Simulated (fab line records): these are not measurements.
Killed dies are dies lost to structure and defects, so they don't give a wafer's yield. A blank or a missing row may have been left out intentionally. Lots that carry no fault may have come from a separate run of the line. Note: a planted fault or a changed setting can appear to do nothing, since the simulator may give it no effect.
Matching of chambers || flow sky130 || SKY_PASSIVATION_ETCH_11 on rieDiel-02: 4 sister chambers
The step etches the open film in CF4/O2, stops on AlCu, target depth 725 nm, time 161.1 s. 4 wafers are shown with their chamber, then 7 later ones without.

## EACH WAFER AND ITS CHAMBER
{"wafer": "L196.3", "chamber": 2, "drypumpMotorCurrentA (A)": 5.7}
{"wafer": "L196.6", "chamber": 1, "drypumpMotorCurrentA (A)": 5.7}
{"wafer": "L206.1", "chamber": 0, "drypumpMotorCurrentA (A)": 5.1}
{"wafer": "L206.2", "chamber": 3, "drypumpMotorCurrentA (A)": 5.7}

## WAFERS WHOSE CHAMBER IS MISSING
{"wafer": "L206.3", "drypumpMotorCurrentA (A)": 5.8}
{"wafer": "L207.3", "drypumpMotorCurrentA (A)": 5.8}
{"wafer": "L207.4", "drypumpMotorCurrentA (A)": 5.7}
{"wafer": "L207.5", "drypumpMotorCurrentA (A)": 5.1}
{"wafer": "L208.2", "drypumpMotorCurrentA (A)": 5.2}
{"wafer": "L208.4", "drypumpMotorCurrentA (A)": 5.8}
{"wafer": "L208.6", "drypumpMotorCurrentA (A)": 5.7}

## EACH ONE'S CHAMBER
{"wafer": "L206.3", "from the rows above": "can't be placed: 1 or 2 or 3", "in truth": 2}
{"wafer": "L207.3", "from the rows above": "can't be placed: 1 or 2 or 3", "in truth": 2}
{"wafer": "L207.4", "from the rows above": "can't be placed: 1 or 2 or 3", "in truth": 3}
{"wafer": "L207.5", "from the rows above": 0, "in truth": 0}
{"wafer": "L208.2", "from the rows above": 0, "in truth": 0}
{"wafer": "L208.4", "from the rows above": "can't be placed: 1 or 2 or 3", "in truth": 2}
{"wafer": "L208.6", "from the rows above": "can't be placed: 1 or 2 or 3", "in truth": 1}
Placed correctly: 2 of 7. Can't be placed from these rows: 5 (the true chamber is among the candidates in 5). 0 placed wrongly.
How it was worked out, from the rows above alone: a wafer's distance from a chamber is the root of the sum, over the readings, of the square of ((its reading less the chamber's mean) divided by the reading's scatter). The wafer belongs to the nearest chamber; if the next one is less than 2 further off, it can't be placed. For every chamber, the mean is computed from those of its wafers that are shown. The scatter: root of mean squared gap, hidden wafer to nearest shown wafer, with one shown wafer a chamber.
